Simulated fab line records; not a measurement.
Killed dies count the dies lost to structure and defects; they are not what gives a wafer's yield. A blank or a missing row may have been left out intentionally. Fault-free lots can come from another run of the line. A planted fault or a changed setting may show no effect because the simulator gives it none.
2 desks, one fault || flow sky130 || every desk sees just its own numbers, and what lay behind them comes last

== TOOL OWNER'S DESK, rie-si-01 ==
The tool's own readings at SKY_POLY_GATE_ETCH_17 (etches poly-Si in HBr/Cl2, stops on SiO2, target depth 180 nm, time 70.5 s): means of the sampled wafers that have a number, for each lot that ran on this tool. A lot is out of limits, marked OUT, if its mean lies more than 4 standard deviations from the usual mean; the brackets give that distance.
Columns: A = drypump-motor-current-A at SKY_POLY_GATE_ETCH_17, usual 5.8 A; B = oes-product-au at SKY_POLY_GATE_ETCH_17, usual 0.984 a.u.; C = throttle-valve-pct at SKY_POLY_GATE_ETCH_17, usual 33.686 %
{"lot": "L507", "first seen here": "day 18 05:09", "A": 6.1, "B": 0.974, "C": 33.695}
{"lot": "L508", "first seen here": "day 18 10:01", "A": 6.1, "B": 0.979, "C": 33.694}
{"lot": "L512", "first seen here": "day 19 21:45", "A": 6.1, "B": 0.980, "C": 33.685}
{"lot": "L513", "first seen here": "day 20 03:16", "A": 6.5, "B": 0.975, "C": 33.686}
{"lot": "L514", "first seen here": "day 20 08:22", "A": 5.9, "B": 0.979, "C": 33.678}
{"lot": "L515", "first seen here": "day 20 18:21", "A": 5.8, "B": 0.979, "C": 33.689}
{"lot": "L517", "first seen here": "day 21 07:36", "A": 6.2, "B": 0.989, "C": 33.691}
{"lot": "L523", "first seen here": "day 23 11:19", "A": 5.9, "B": 0.989, "C": 33.691}
This desk found nothing out of limits on any of the 8 lots.

== AT THE METROLOGY DESK ==
Lot by lot, what the gauges showed, no matter which tool ran the lot: averages of those sampled wafers that carry a number. A lot is out of limits, marked OUT, if its mean lies more than 4 standard deviations from the usual mean; the brackets give that distance.
Columns: A = LDD_LDN_TW at SKY_LDD_LDN_TW_MEAS_13, usual 1485
{"lot": "L504", "first seen here": "day 23 19:52", "A": 1486}
{"lot": "L506", "first seen here": "day 24 16:20", "A": 1489}
{"lot": "L507", "first seen here": "day 24 17:50", "A": 1483}
{"lot": "L508", "first seen here": "day 25 00:30", "A": 1501}
{"lot": "L509", "first seen here": "day 25 02:24", "A": 1499}
{"lot": "L510", "first seen here": "day 25 14:36", "A": 1484}
{"lot": "L512", "first seen here": "day 26 08:48", "A": 1485}
{"lot": "L513", "first seen here": "day 26 15:22", "A": 1507}
{"lot": "L514", "first seen here": "day 26 20:10", "A": 1484}
{"lot": "L515", "first seen here": "day 27 03:06", "A": 1470}
{"lot": "L516", "first seen here": "day 27 04:39", "A": 1483}
{"lot": "L517", "first seen here": "day 27 17:30", "A": 1498}
{"lot": "L523", "first seen here": "day 29 17:15", "A": 1476}
This desk found nothing out of limits on any of the 13 lots.

== TAKEN TOGETHER ==
The tool owner's desk saw nothing out of limits.
The metrology desk saw nothing out of limits.

== WHAT THE SIMULATOR PUT IN ==
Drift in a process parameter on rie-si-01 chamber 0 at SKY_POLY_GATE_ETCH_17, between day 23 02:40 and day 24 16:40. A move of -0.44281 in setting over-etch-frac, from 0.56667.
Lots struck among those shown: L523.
